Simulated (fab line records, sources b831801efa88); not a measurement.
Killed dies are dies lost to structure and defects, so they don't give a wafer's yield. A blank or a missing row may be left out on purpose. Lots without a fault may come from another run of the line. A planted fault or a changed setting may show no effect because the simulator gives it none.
Problem report in the 8D (eight disciplines) form, filled by code | flow gf180mcu | the parts of the form that need people (team, actions taken, sign-off) are left out

1. THE PROBLEM
HV_LDD_CVD_56_THK at GF_HV_LDD_THK_MEAS_57 reads a mean of 81.9 nm on 6 wafers of 2 lots; wafers without a fault read 90.4 nm with a standard deviation of 0.76. That is -11 standard deviations from the usual mean.
First seen on wafer L693.2, day 16 18:53, on film_metro-04. The record holds 36 wafers of 12 lots with a number at this step. Rule for "out", or "out of limits": more than 4 standard deviations from the usual mean. The other wafers with a number count as sound.

2. WHAT IT IS AND WHAT IT IS NOT
question                    | is                     | is not
which readings at this step | HV_LDD_CVD_56_THK      | -
which lots                  | L693, L695             | L681, L683, L684, L687, L688, L692, L697, L700, L702, L704
which wafers of those lots  | all that have a number | -
read on which gauges        | film_metro-04          | film_metro-01, film_metro-03
when                        | from day 16 18:53      | up to then (18 sound wafers); but 12 sound wafers of L697, L700, L702, L704 came after

3. SUSPECTS, AND WHAT RULES EACH OUT
Counting: a tool at a process step up to the reading stays a suspect if it ran every lot that is out and no sound lot after the first of them.
- the gauge at GF_HV_LDD_THK_MEAS_57: ruled out. All the wafers that are out were read on film_metro-04, but those of them that GF_HV_LDD_ETCHBACK_58 has rows for are out there too, on other tools.
- lpcvd-01 at GF_HV_LDD_CVD_56 (deposits Si3N4 from DCS/NH3, target thk 90 nm, time 1543 s): ruled out as a lasting fault. Sound lots L702 ran on it after its first lot that is out, L693 (day 16 17:26).
Left after counting: nothing in the record.

4. THE CAUSE (what the simulator had put in)
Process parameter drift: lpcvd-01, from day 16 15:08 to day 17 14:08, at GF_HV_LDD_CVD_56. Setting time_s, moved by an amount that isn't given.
Counting ruled it out, wrongly: the rule takes a fault to strike every lot that its tool runs from its start on, and this one did not.

5. THE CHAIN OF EFFECTS, in route order
Each row: a reading whose mean over the struck wafers that have a number lies more than 3 standard deviations from the usual. Only readings for which the record gives a usual standard deviation are gone through. hours: the time from each lot's start at the first step in this table that gives one to its start at this step, as a median over the lots. sigmas: the change in usual standard deviations.
hours | step                  | reading           | usual      | on struck wafers | change | sigmas
0     | GF_HV_LDD_THK_MEAS_57 | HV_LDD_CVD_56_THK | 90.4 nm    | 81.9             | -8.5   | -11
0     | GF_HV_LDD_ETCHBACK_58 | oes_product_au    | 0.846 a.u. | 0.805            | -0.041 | -6.6
The process steps in it:
- GF_HV_LDD_ETCHBACK_58: etches Si3N4 in CH3F/O2, stops on SiO2, time 100 s, target depth 90 nm.
Readings that are blank on the struck wafers while sound wafers have them: susceptor_temp_C at GF_HV_LDD_CVD_56.
Later measuring or inspecting steps at which every struck wafer that the step has a row for has a number for every such reading, and none has moved that far: GF_V1_CD_MEAS_14.

6. WHAT WOULD HAVE CAUGHT IT SOONER
In this record the first reading out of limits at a measuring or inspecting step was taken at day 16 18:53, 4 hours after the fault began at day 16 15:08.
